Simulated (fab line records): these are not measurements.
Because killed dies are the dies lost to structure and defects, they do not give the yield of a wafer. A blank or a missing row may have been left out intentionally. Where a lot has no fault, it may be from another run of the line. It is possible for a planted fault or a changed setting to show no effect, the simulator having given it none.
A lot that was struck, set against a sound lot :: flow sky130 :: 17 out of 708 route steps
Sound: these wafers, L404.2, L404.3, L404.5. Wafers L400.1, L400.3, L400.5 were the ones struck. The cause comes at the end.
At each step with rows: each side's tool, then ch and its chambers, then its first start. Under that, the readings that differ: sound wafers :: struck wafers :: difference of the means :: sigmas: that difference in standard deviations of wafers without a fault.
alike: same words and numbers on both sides, and readings whose means sit less than 2 such deviations apart. not compared: any withheld reading, any reading some wafer has no value for, any bound like >300 that may hide the same value, and any number with overlapping values for which the record gives no deviation.
A row with sigmas, a row that says differs or no value, or rows on one side alone: a step with any of these is where the two part. When numbers do not overlap yet have no deviation, they are printed without sigmas and do not part them. A reading missing from all wafers of one side parts the sides only when that side holds two or more wafers.

first, 1 step without rows for these wafers: SKY_VT_ADJUST_NCORE_IMPLANT_09.
SKY_VT_ADJUST_NCORE_STRIP_10: strips in O2/N2.
  sound on plasma-asher-03 ch 0,1, day 13 03:01; struck on plasma-asher-02 ch 0,1, day 11 23:19
  alike: chamber-pressure-mTorr, drypump-motor-current-A, o2-flow-sccm, oes-product-au, strip-time-to-endpoint-s
  not compared: rf-hours-counter-h
SKY_VT_ADJUST_NCORE_TW_MEAS_11:
  struck on film-metro-04, day 11 23:25; sound on film-metro-04, day 13 03:08
  alike: VT_ADJUST_NCORE_TW
then, 7 steps without rows for these wafers: SKY_VT_ADJUST_HVTR_DEHYDRATE_00 (time 60 s); SKY_VT_ADJUST_HVTR_HMDS_01 (prime time 60 s); SKY_VT_ADJUST_HVTR_COAT_02 (resist thk 1140 nm); SKY_VT_ADJUST_HVTR_SOFTBAKE_03 (time 60 s); SKY_VT_ADJUST_HVTR_EXPOSE_04 (exposes mask HVTRM, target cd 380 nm); SKY_VT_ADJUST_HVTR_PEB_05; SKY_VT_ADJUST_HVTR_DEVELOP_06 (develop time 60 s).
SKY_VT_ADJUST_HVTR_CD_MEAS_07: the cd target is 380 nm.
  struck on cd-sem-02, day 12 23:13; sound on cd-sem-02, day 14 04:26
  alike: cd-nm
SKY_VT_ADJUST_HVTR_OVL_MEAS_08:
  struck on overlay-01, day 12 23:20; sound on overlay-01, day 14 04:32
  alike: VT_ADJUST_HVTR_OVL
SKY_VT_ADJUST_HVTR_IMPLANT_09:
  sound on implanter-01 ch 0, day 14 04:35; struck on implanter-02 ch 0, day 12 23:22
reading: dose-ions-cm2
sound: 2.1006e+12 2.0977e+12 2.1021e+12
struck: 3.3584e+12 3.3607e+12 3.3633e+12
difference: +1.2607e+12
sigmas: +99 or more

reading: faraday-current-uA
sound: 11.50 11.79 11.90
struck: 18.82 19.06 18.55
difference: +7.08
sigmas: +34
SKY_VT_ADJUST_HVTR_STRIP_10: strips in O2/N2.
  sound on plasma-asher-02 ch 0, day 14 04:43; struck on plasma-asher-04 ch 0,1, day 12 23:31
reading: chamber-pressure-mTorr (mTorr)
sound: 1424 1499 1500
struck: 1499 1500 1502
difference: +26
sigmas: +4
  alike: drypump-motor-current-A, o2-flow-sccm, oes-product-au, strip-time-to-endpoint-s
  not compared: rf-hours-counter-h
SKY_VT_ADJUST_HVTR_TW_MEAS_11:
  struck on film-metro-03, day 12 23:37; sound on film-metro-02, day 14 04:50
reading: VT_ADJUST_HVTR_TW
sound: 212.5 210.7 211.7
struck: 244.7 244.1 244.9
difference: +32.9
sigmas: +15
then, 1 step without rows for these wafers: SKY_VT_ADJUST_PCH_DEHYDRATE_00 (time 60 s).
-- here the record skips 36 days between the struck wafers' starts before and after, leaving off in module VT_ADJUST_PCH and picking up in module PAD_OPEN (first step shown: number 708 of the route) --
SKY_PAD_OPEN_PROBE_99:
  struck on prober-01, day 48 15:05; sound on prober-01, day 49 19:35
reading: killed-dies
sound: 94 96 105
struck: 89 70 64
difference: -24
sigmas: -2

reading: model.etest.pfet_01v8_mvt.drive-ua-um
sound: 152.3 152.5 155.1
struck: 172.3 170 176.5
difference: +19.6
sigmas: 

reading: model.etest.pfet_01v8_mvt.off-log10-a-um
sound: -10.41 -10.47 -10.47
struck: -8.528 -8.606 -8.543
difference: +1.891
sigmas: 

reading: model.etest.pfet_01v8_mvt.vt-sat-v (V)
sound: -0.5533 -0.5563 -0.549
struck: -0.3748 -0.3689 -0.3596
difference: +0.1851
sigmas: 

reading: model.etest.pfet_01v8_mvt.vt-v (V)
sound: -0.6437 -0.6466 -0.6399
struck: -0.4931 -0.4896 -0.4834
difference: +0.1547
sigmas: 

reading: model.etest.pfet_01v8_mvt.vt-long-v (V)
sound: -0.8512 -0.8541 -0.8498
struck: -0.7383 -0.7311 -0.7272
difference: +0.1195
sigmas: 
  alike: killed_at_M0_to_M3, killed_at_M4_up, killed-at-contacts, killed-at-front-end, killed-at-other, killed-open, killed-short
  not compared: model.etest.pfet_01v8_mvt.body-rise-v

WHERE THEY PART
First at SKY_VT_ADJUST_HVTR_IMPLANT_09; last, within this record, at SKY_PAD_OPEN_PROBE_99.

WHY: what the simulator had put in
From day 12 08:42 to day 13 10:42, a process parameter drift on implanter-02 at SKY_VT_ADJUST_HVTR_IMPLANT_09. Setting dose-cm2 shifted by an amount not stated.
